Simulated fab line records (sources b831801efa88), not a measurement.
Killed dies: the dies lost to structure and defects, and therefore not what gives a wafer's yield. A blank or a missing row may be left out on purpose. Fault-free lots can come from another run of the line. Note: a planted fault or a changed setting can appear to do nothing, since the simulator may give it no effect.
A lot that was struck, set against a sound lot || flow gf180mcu || 16 steps out of a route of 602
Sound: these wafers, L760.3, L760.4, L760.6. The struck wafers were L764.2, L764.4, L764.5. The cause is named last.
For every step that has rows: the tool of each side, followed by ch and its chambers, followed by its first start. Under that, the readings that differ: sound wafers || struck wafers || difference of the means || sigmas: that difference in standard deviations of wafers without a fault.
alike: a reading whose means differ by less than 2 such deviations, as well as words and numbers matching on both sides. not compared: withheld readings; readings where some wafer has no value; bounds like >300 that might hide an equal value; numbers whose values overlap and for which the record gives no deviation.
Wherever a step has rows on one side only, a row that says differs or no value, or a row with sigmas, the two part there. Non-overlapping numbers with no deviation appear without sigmas and do not part them. A reading missing from all wafers of one side parts the sides only when that side holds two or more wafers.

first, 3 steps without rows for these wafers: GF_LVPWELL_EXPOSE_04 (exposes mask LVPWELL, target cd 600 nm); GF_LVPWELL_PEB_05; GF_LVPWELL_DEVELOP_06 (develop time 60 s).
GF_LVPWELL_OVL_MEAS_07:
  sound on overlay-02, day 5 17:47; struck on overlay-02, day 6 16:19
  alike: LVPWELL_OVL
then, 2 steps without rows for these wafers: GF_LVPWELL_IMPLANT_08; GF_LVPWELL_IMPLANT_09.
GF_LVPWELL_STRIP_10: strips in O2/N2.
  sound on plasma-asher-01 ch 0,1, day 5 18:08; struck on plasma-asher-03 ch 0,1, day 6 16:39
  alike: drypump-motor-current-A, heater-power-w, oes-product-au, strip-time-to-endpoint-s
  not compared: rf-hours-counter-h
GF_LVPWELL_TW_MEAS_11:
  sound on film-metro-04, day 5 18:14; struck on film-metro-04, day 6 16:46
  alike: LVPWELL_TW
then, 4 steps without rows for these wafers: GF_MVSD_DEHYDRATE_00 (time 60 s); GF_MVSD_HMDS_01 (prime time 60 s); GF_MVSD_COAT_02 (resist thk 3000 nm); GF_MVSD_SOFTBAKE_03.
GF_MVSD_EXPOSE_04: exposes mask MVSD, target cd 1000 nm.
  sound on iline-stepper-02 ch 0, day 6 01:43; struck on iline-stepper-01 ch 0, day 7 00:49
{"reading": "model.MVSD.overlay-x-nm (nm)", "sound": "-2.937 -2.937 -2.937", "struck": "-127.6 -127.6 -127.6", "difference": -124.7, "sigmas": ""}
  alike: mask, reticle-temp-C
then, 2 steps without rows for these wafers: GF_MVSD_PEB_05; GF_MVSD_DEVELOP_06 (develop time 60 s).
GF_MVSD_OVL_MEAS_07:
  sound on overlay-02, day 6 08:28; struck on overlay-01, day 7 08:28
{"reading": "MVSD_OVL (nm)", "sound": "-2.4 -3.3 -4.0", "struck": "-129.1 -130.2 -127.7", "difference": -125.8, "sigmas": -84}
  not compared: hold

== WHERE THEY PART ==
Only at GF_MVSD_OVL_MEAS_07, within this record.

WHY: what had been put in by the simulator
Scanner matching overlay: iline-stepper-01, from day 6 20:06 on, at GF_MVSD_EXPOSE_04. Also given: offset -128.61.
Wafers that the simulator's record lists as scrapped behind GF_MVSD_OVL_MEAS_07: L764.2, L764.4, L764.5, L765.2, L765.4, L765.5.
